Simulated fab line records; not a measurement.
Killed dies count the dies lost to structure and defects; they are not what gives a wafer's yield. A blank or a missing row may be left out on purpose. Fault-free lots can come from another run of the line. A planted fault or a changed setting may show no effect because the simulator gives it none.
fab line records    flow sky130
[record] lots = 6  wafers = 18  lastDay = 50
route steps=708 shown LDD_N@247 LDD_P@255 PAD_OPEN@708
lots with no fault: from the same line, run without faults
startH: hours from the record's opening day to when the first of the lot's shown wafers began    waitH: hours from the lot's prior step to this one    " the same as in the row above    L1.1+2: a row that stands for several wafers    - no value present, or no start provided    * or withheld: withheld    < > ~ a bound
route shown NAME@n: a module of which the file shows steps, and the number in the route of the first    usual: average and standard deviation across the fault-free wafers    same: alike in all rows    chamber/n: place in a boat    sites: the reading at each site    _std_site: their standard deviation    _edge_site: outer sites' mean less inner sites'    radiusMm: for every site, how far away it sits from the centre of the wafer    mask NAME#n: copy n    behind: tool/chamber where the wafer was last shaped    hold: the reason the lot was held/the length of the hold in hours/how it ended    device: names the non-switching transistor (n, p or np)    end of line: the same wafers' tests at the end of the route    a step without rows: its recipe alone    killed: not the wafer's yield, but the dies lost to structure and defects at the first sort    map: per-die view of a wafer (x killed, . not killed, _ where there is no die)
set.NAME: setting as actually run; set.NAME@STEP: the setting as run at that earlier step    model.NAME: the simulator's own value behind a step, which no gauge read
lots seen at some steps along the route; tables by step, rows by wafer
services: a tool's chamber out of use, with start hour (startH, from the record's first day; less than 0 if before it), hours out, and reason
[[steps]]
[step SKY_LDD_N_IMPLANT_10]
[recipe] species = As  energyKev = 20  doseCm2 = 7.5e+13  tiltDeg = withheld  rotationDeg = 203
[step SKY_LDD_N_IMPLANT_11]
[recipe] species = As  energyKev = 20  doseCm2 = 7.5e+13  tiltDeg = withheld  rotationDeg = 293
[step SKY_LDD_N_IMPLANT_12]
[recipe] species = BF2  energyKev = 50  doseCm2 = 5e+12  tiltDeg = 30  rotationDeg = 0
[step SKY_LDD_N_IMPLANT_13]
[recipe] species = BF2  energyKev = 50  doseCm2 = 5e+12  tiltDeg = 30  rotationDeg = 90
[step SKY_LDD_N_IMPLANT_14]
[recipe] species = BF2  energyKev = 50  doseCm2 = 5e+12  tiltDeg = 30  rotationDeg = 180
[step SKY_LDD_N_IMPLANT_15]
[recipe] species = BF2  energyKev = 50  doseCm2 = 5e+12  tiltDeg = 30  rotationDeg = 270
[step SKY_LDD_N_STRIP_16]
[recipe] chemistry = O2/N2  powerW = 1400  pressureMtorr = 1500  platenTempC = withheld  o2FlowSccm = 3000  n2FlowSccm = 300  overashFraction = 0.5
[usual] drypumpMotorCurrentA = 6.1/0.3  oesProductAu = 0.407/0.0047  stripTimeToEndpointS = 4.311/0.015
lot.wafer  tool            chamber  startH  waitH  drypumpMotorCurrentA  oesProductAu  rfHoursCounterH  stripTimeToEndpointS
L156.2     plasmaAsher-03  0        408.80  0.1    6.2                   0.400         63               4.306
L156.4     "               0        "       "      6.2                   0.408         -                4.310
L156.6     "               1        "       "      6.3                   0.409         -                4.301
L161.2     plasmaAsher-02  0        461.31  0.1    6.7                   0.410         74               4.316
L161.5     "               1        "       "      6.1                   0.413         -                4.297
L161.6     "               0        "       "      6.7                   0.408         -                4.311
L166.2     plasmaAsher-04  1        503.95  0.1    5.9                   0.408         7                4.297
L166.3     "               1        "       "      5.9                   0.417         -                4.310
L166.6     "               0        "       "      5.8                   0.405         -                4.317
L168.1     plasmaAsher-03  1        526.90  0.1    6.3                   0.413         75               4.295
L168.2     "               0        "       "      6.2                   0.411         75               4.324
L168.3     "               0        "       "      6.2                   0.400         -                4.330
L176.2     plasmaAsher-03  0        584.75  0.1    6.2                   0.410         79               4.311
L176.3     "               0        "       "      6.2                   0.411         -                4.352
L176.4     "               1        "       "      6.3                   0.408         -                4.306
L177.1     plasmaAsher-02  1        589.21  0.1    6.1                   0.409         87               4.326
L177.3     "               0        "       "      6.7                   0.404         -                4.331
L177.5     "               0        "       "      6.7                   0.399         -                4.330
[step SKY_LDD_N_TW_MEAS_17]
[usual] LDD_N_TW = 2574/18
lot.wafer  tool          chamber  startH  waitH  LDD_N_TW
L156.2     filmMetro-01  -        408.91  0.1    2560
L156.4     "             -        "       "      2543
L156.6     "             -        "       "      2570
L161.2     filmMetro-04  -        461.42  0.1    2583
L161.5     "             -        "       "      2582
L161.6     "             -        "       "      2572
L166.2     filmMetro-04  -        504.06  0.1    2579
L166.3     "             -        "       "      2592
L166.6     "             -        "       "      2582
L168.1     filmMetro-04  -        527.00  0.1    2583
L168.2     "             -        "       "      2591
L168.3     "             -        "       "      2590
L176.2     filmMetro-03  -        584.86  0.1    2577
L176.3     "             -        "       "      2569
L176.4     "             -        "       "      2561
L177.1     filmMetro-01  -        589.31  0.1    2552
L177.3     "             -        "       "      2534
L177.5     "             -        "       "      2548
[step SKY_LDD_P_DEHYDRATE_00]
[recipe] tempC = 200  timeS = 60
[step SKY_LDD_P_HMDS_01]
[recipe] primeTimeS = 60  primeTempC = 120
[step SKY_LDD_P_COAT_02]
[recipe] resist = NOVOLAK  spinRpm = 3000  resistThkNm = 1140
[step SKY_LDD_P_SOFTBAKE_03]
[recipe] tempC = 90.58  timeS = 60  resist = NOVOLAK
[step SKY_LDD_P_EXPOSE_04]
[recipe] maskId = PSDM  na = 0.6  sourceShape = conventional  sigmaOuter = 0.6  polarization = unpolarized  targetCdNm = 380  doseMj = 138
[same] na = 0.6
lot.wafer   tool             chamber  startH  waitH  mask
L156.2+4+6  ilineStepper-01  0        424.09  -      PSDM#0
L161.2+5+6  ilineStepper-02  0        476.54  -      PSDM#0
L166.2+3+6  ilineStepper-01  0        519.02  -      PSDM#0
L168.1+2+3  ilineStepper-01  0        542.13  -      PSDM#0
L176.2+3+4  ilineStepper-02  0        598.79  -      PSDM#0
L177.1+3+5  ilineStepper-02  0        604.32  -      PSDM#0
[step SKY_LDD_P_PEB_05]
[recipe] tempC = withheld  timeS = *  resist = NOVOLAK
[step SKY_LDD_P_DEVELOP_06]
[recipe] resist = NOVOLAK  developer = TMAH  developTimeS = 60  devTempC = 23
[step SKY_LDD_P_CD_MEAS_07]
[recipe] targetCdNm = 380
[usual] cdNm = 381.2/2.7
lot.wafer  tool      chamber  startH  waitH  cdNm
L156.2     cdSem-02  -        439.10  0.1    379.8
L156.4     "         -        "       "      380.2
L156.6     "         -        "       "      382.1
L161.2     cdSem-01  -        492.00  0.1    379.9
L161.5     "         -        "       "      380.0
L161.6     "         -        "       "      381.6
L166.2     cdSem-01  -        533.89  0.1    368.1
L166.3     "         -        "       "      367.0
L166.6     "         -        "       "      380.9
L168.1     cdSem-02  -        556.57  0.1    384.5
L168.2     "         -        "       "      371.4
L168.3     "         -        "       "      369.7
L176.2     cdSem-02  -        613.84  0.1    382.7
L176.3     "         -        "       "      383.7
L176.4     "         -        "       "      383.6
L177.1     cdSem-02  -        619.07  0.1    386.7
L177.3     "         -        "       "      386.3
L177.5     "         -        "       "      384.5
[step SKY_LDD_P_OVL_MEAS_08]
[usual] LDD_P_OVL = 1.0/1.4
lot.wafer  tool        chamber  startH  waitH  LDD_P_OVL[nm]
L156.2     overlay-01  -        439.20  0.1    -1.2
L156.4     "           -        "       "      -1.5
L156.6     "           -        "       "      1.7
L161.2     overlay-02  -        492.10  0.1    1.9
L161.5     "           -        "       "      2.0
L161.6     "           -        "       "      1.7
L166.2     overlay-01  -        534.00  0.1    -0.8
L166.3     "           -        "       "      0.9
L166.6     "           -        "       "      -1.0
L168.1     overlay-02  -        556.69  0.1    0.3
L168.2     "           -        "       "      -0.2
L168.3     "           -        "       "      2.4
L176.2     overlay-02  -        613.95  0.1    1.0
L176.3     "           -        "       "      -0.2
L176.4     "           -        "       "      1.5
L177.1     overlay-02  -        619.19  0.1    0.0
L177.3     "           -        "       "      2.3
L177.5     "           -        "       "      1.1
[step SKY_PAD_OPEN_PROBE_99]
[usual] killed_at_M0_to_M3 = 44/7.1  killed_at_M4_up = 3.3/1.8  killedAtContacts = 23/5.5  killedAtFrontEnd = 15/4.5  killedAtOther = 0.2/0.48  killedDies = 85/8.4  killedOpen = 46/6.6  killedShort = 39/6.1
[same] grossDies = 492  killedAtBackSide = 0
lot.wafer  tool       chamber  startH   waitH  killed_at_M0_to_M3  killed_at_M4_up  killedAtContacts  killedAtFrontEnd  killedAtOther  killedDies  killedOpen  killedShort
L156.2     prober-02  -        1080.34  0.1    51                  2                24                9                 0              86          48          38
L156.4     prober-02  -        1080.44  0.2    39                  1                28                31                0              99          52          47
L156.6     prober-02  -        1080.54  0.2    43                  1                21                22                1              88          46          42
L161.2     prober-02  -        1112.58  0.1    35                  5                30                13                0              83          50          33
L161.5     prober-02  -        1112.73  0.2    42                  5                29                10                0              86          50          36
L161.6     prober-02  -        1112.78  0.2    40                  5                18                15                0              78          48          30
L166.2     prober-02  -        1142.91  0.1    48                  6                23                23                0              100         51          48
L166.3     prober-02  -        1142.96  0.2    44                  2                22                27                1              96          42          54
L166.6     prober-02  -        1143.11  0.2    36                  6                16                28                0              86          44          42
L168.1     prober-02  -        1159.80  0.1    47                  4                25                11                0              87          41          46
L168.2     prober-02  -        1159.85  0.1    28                  5                19                13                0              65          39          26
L168.3     prober-02  -        1159.90  0.2    46                  2                23                18                0              89          47          42
L176.2     prober-01  -        1189.46  0.1    48                  1                21                17                0              87          51          36
L176.3     prober-01  -        1189.51  0.2    38                  4                28                11                0              81          45          36
L176.4     prober-01  -        1189.56  0.2    48                  0                25                11                1              85          48          37
L177.1     prober-02  -        1191.62  0.1    38                  3                13                16                0              70          37          31
L177.3     prober-02  -        1191.72  0.2    39                  1                16                12                0              68          40          28
L177.5     prober-02  -        1191.82  0.2    35                  4                26                19                0              84          44          38
// killed by level:class
L156.2 VIA2:geometricParticle:open=13 VIA1:geometricParticle:open=9 CONTACT:geometricParticle:open=7 LOCAL_INTERCONNECT:geometricParticle:short=6 VIA3:geometricParticle:open=6 CONTACT:geometricParticle:short=5 VIA1:geometricParticle:short=4 METAL2:geometricParticle:short=4
L156.4 FIELD_ISO:geometricParticle:short=10 CONTACT:geometricParticle:open=9 LI_CONTACT:geometricParticle:open=8 VIA1:geometricParticle:open=8 FIELD_ISO:geometricParticle:open=7 POLY_GATE:geometricParticle:open=7 VIA1:geometricParticle:short=6 VIA3:geometricParticle:open=6
L156.6 VIA2:geometricParticle:open=8 CONTACT:geometricParticle:open=7 VIA3:geometricParticle:open=7 METAL1:geometricParticle:short=6 LI_CONTACT:geometricParticle:open=5 POLY_GATE:geometricParticle:short=5 POLY_GATE:geometricParticle:open=5 VIA1:geometricParticle:open=5
L161.2 VIA1:geometricParticle:open=12 CONTACT:geometricParticle:open=12 LI_CONTACT:geometricParticle:open=6 LOCAL_INTERCONNECT:geometricParticle:short=6 VIA2:geometricParticle:open=5 METAL2:geometricParticle:short=5 FIELD_ISO:geometricParticle:open=4 VIA1:geometricParticle:short=4
L161.5 LI_CONTACT:geometricParticle:open=10 VIA1:geometricParticle:open=9 LOCAL_INTERCONNECT:geometricParticle:short=8 CONTACT:geometricParticle:open=7 VIA2:geometricParticle:open=6 METAL1:geometricParticle:short=4 VIA1:geometricParticle:short=4 VIA3:geometricParticle:open=4
L161.6 CONTACT:geometricParticle:open=8 VIA1:geometricParticle:open=8 VIA3:geometricParticle:open=7 FIELD_ISO:geometricParticle:open=6 VIA1:geometricParticle:short=6 VIA2:geometricParticle:open=5 LOCAL_INTERCONNECT:geometricParticle:short=4 FIELD_ISO:geometricParticle:short=3
L166.2 VIA1:geometricParticle:open=12 METAL2:geometricParticle:short=9 VIA3:geometricParticle:open=9 POLY_GATE:geometricParticle:short=8 LI_CONTACT:geometricParticle:open=8 POLY_GATE:geometricParticle:open=5 METAL1:geometricParticle:short=5 FIELD_ISO:geometricParticle:short=4
L166.3 POLY_GATE:geometricParticle:short=8 METAL2:geometricParticle:short=8 VIA1:geometricParticle:open=8 CONTACT:geometricParticle:open=6 VIA3:geometricParticle:short=6 FIELD_ISO:geometricParticle:open=5 VIA1:geometricParticle:short=5 VIA3:geometricParticle:open=5
L166.6 VIA1:geometricParticle:open=9 FIELD_ISO:geometricParticle:short=8 FIELD_ISO:geometricParticle:open=7 LI_CONTACT:geometricParticle:open=6 VIA3:geometricParticle:open=6 POLY_GATE:geometricParticle:short=5 CONTACT:geometricParticle:open=4 METAL1:geometricParticle:short=4
L168.1 VIA3:geometricParticle:open=9 CONTACT:geometricParticle:short=8 CONTACT:geometricParticle:open=6 METAL1:geometricParticle:short=6 VIA2:geometricParticle:open=6 LOCAL_INTERCONNECT:geometricParticle:short=5 VIA1:geometricParticle:open=5 METAL2:geometricParticle:short=5
L168.2 VIA2:geometricParticle:open=7 LI_CONTACT:geometricParticle:open=6 CONTACT:geometricParticle:open=6 VIA3:geometricParticle:open=6 POLY_GATE:geometricParticle:short=5 CONTACT:geometricParticle:short=4 VIA1:geometricParticle:open=4 POLY_GATE:geometricParticle:open=3
L168.3 VIA1:geometricParticle:open=12 LI_CONTACT:geometricParticle:open=9 METAL1:geometricParticle:short=6 CONTACT:geometricParticle:open=6 FIELD_ISO:geometricParticle:short=5 CONTACT:geometricParticle:short=5 VIA2:geometricParticle:open=5 FIELD_ISO:geometricParticle:open=4
L176.2 VIA3:geometricParticle:open=10 VIA2:geometricParticle:open=8 VIA1:geometricParticle:open=7 FIELD_ISO:geometricParticle:open=6 CONTACT:geometricParticle:open=6 LI_CONTACT:geometricParticle:open=6 FIELD_ISO:geometricParticle:short=5 CONTACT:geometricParticle:short=5
L176.3 VIA1:geometricParticle:open=10 CONTACT:geometricParticle:open=10 LOCAL_INTERCONNECT:geometricParticle:short=8 VIA3:geometricParticle:open=7 CONTACT:geometricParticle:short=6 METAL2:geometricParticle:short=5 FIELD_ISO:geometricParticle:open=4 METAL3:geometricParticle:short=4
L176.4 LI_CONTACT:geometricParticle:open=10 VIA1:geometricParticle:open=10 VIA2:geometricParticle:open=9 METAL2:geometricParticle:short=6 CONTACT:geometricParticle:open=6 METAL3:geometricParticle:short=6 CONTACT:geometricParticle:short=4 VIA3:geometricParticle:open=4
L177.1 VIA1:geometricParticle:open=14 POLY_GATE:geometricParticle:open=5 CONTACT:geometricParticle:open=5 METAL2:geometricParticle:short=5 POLY_GATE:geometricParticle:short=4 METAL3:geometricParticle:short=4 VIA3:geometricParticle:open=4 LI_CONTACT:geometricParticle:open=3
L177.3 VIA1:geometricParticle:open=11 FIELD_ISO:geometricParticle:open=6 VIA1:geometricParticle:short=6 VIA3:geometricParticle:open=6 LI_CONTACT:geometricParticle:open=5 FIELD_ISO:geometricParticle:short=4 CONTACT:geometricParticle:open=4 METAL2:geometricParticle:short=4
L177.5 LI_CONTACT:geometricParticle:open=9 CONTACT:geometricParticle:open=8 VIA3:geometricParticle:open=7 FIELD_ISO:geometricParticle:short=4 POLY_GATE:geometricParticle:open=4 LOCAL_INTERCONNECT:geometricParticle:short=4 METAL1:geometricParticle:short=4 VIA3:geometricParticle:short=4
[[services]]
tool             chamber  startH  hours  kind
ilineStepper-01  -        392.67  1.7    pm
ilineStepper-02  0        396.55  -      calibration
ilineStepper-02  -        405.78  1.7    pm
plasmaAsher-04   -        421.25  9.0    pm
plasmaAsher-04   0        421.25  9.0    ventCycle
plasmaAsher-04   1        421.25  9.0    ventCycle
plasmaAsher-04   0        430.25  -      clean
plasmaAsher-04   1        430.25  -      clean
ilineStepper-01  0        535.29  -      calibration
plasmaAsher-03   -        549.81  15.6   pm
ilineStepper-01  -        559.23  0.6    repair
[[key]]
[firstSign] step = SKY_LDD_P_CD_MEAS_07  reading = cdNm  direction = down  sigmas = 4.5  usual = 381.2  struck = 369.0
effect none on later readings
metAt SKY_LDD_P_EXPOSE_04
struckWafers L166.2,L166.3,L168.2,L168.3
testerLeftOut L166,L168
onsetBetween 424.09 519.02
[fault] kind = processParameterDrift  tool = ilineStepper-01  chamber = -  onsetH = 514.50  steps = SKY_LDD_P_EXPOSE_04  channel = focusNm  offset = 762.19  shape = step  endH = 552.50  scope = struckWafersOnly
// testerLeftOut: of these lots the tester's yield and bins aren't shown, on N5 and GAA mostly nor the transistor test; their killed dies are dies lost to structure and defects alone, not to doping, threshold or leakage, so they don't give the yield
